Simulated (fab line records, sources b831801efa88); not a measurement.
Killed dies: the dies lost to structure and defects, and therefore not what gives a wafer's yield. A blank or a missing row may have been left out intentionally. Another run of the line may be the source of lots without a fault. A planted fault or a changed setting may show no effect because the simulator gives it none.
One fault seen from 2 desks    flow sky130    each desk has only its own numbers; what lay behind them comes last

THE METROLOGY DESK
What the gauges read for every lot (on any tool): the sampled wafers with a number, averaged. If a lot's mean is further than 4 standard deviations from the usual mean, the lot is out of limits and carries the mark OUT (the distance appears in the brackets).
Columns: A = VIA3_BOW at SKY_VIA3_BOW_MEAS_03, usual 80 um
lot   first seen here  A
L142  day 38 15:14     85
L146  day 39 21:23     82
L148  day 41 11:31     75
L149  day 41 14:52     77
L150  day 41 17:08     86
L153  day 41 23:41     74
L157  day 43 03:40     77
L159  day 43 12:43     79
L162  day 44 12:07     83
L163  day 44 15:44     81
L165  day 44 23:04     76
This desk found nothing out of limits on any of the 11 lots.

TOOL OWNER'S DESK, rie_diel-03
The tool's own readings at SKY_VIA3_ETCH_15 (etches SiO2 in C4F8/O2/Ar, stops on TiN, target depth 507 nm, time 78 s): means of the sampled wafers that have a number, for each lot that ran on this tool. If a lot's mean is further than 4 standard deviations from the usual mean, the lot is out of limits and carries the mark OUT (the distance appears in the brackets).
Columns: A = oes_product_au at SKY_VIA3_ETCH_15, usual 0.945 a.u.
lot   first seen here  A
L142  day 39 14:40     0.947
L153  day 42 23:20     0.941
L157  day 44 02:54     0.701 (-49) OUT
L159  day 44 11:59     0.708 (-47) OUT
This desk's finding: out of limits on L157, L159; first on L157, day 44 02:54 (oes_product_au at SKY_VIA3_ETCH_15). Within limits: L142, L153.

BROUGHT TOGETHER
The tool owner's desk could have raised an alarm at day 44 02:54, on L157, L159.
Nothing out of limits was seen by the metrology desk.
The metrology desk holds a record of L157, L159, inside its limits.
Every lot named ran SKY_VIA3_ETCH_15 on rie_diel-03.

WHAT WAS PUT IN BY THE SIMULATOR
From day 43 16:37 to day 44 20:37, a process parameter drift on rie_diel-03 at SKY_VIA3_ETCH_15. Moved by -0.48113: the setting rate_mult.
Lots struck among those shown: L157, L159.
How many hours passed from the start of the fault until each desk's first out-of-limits reading: the tool owner's desk, 10.
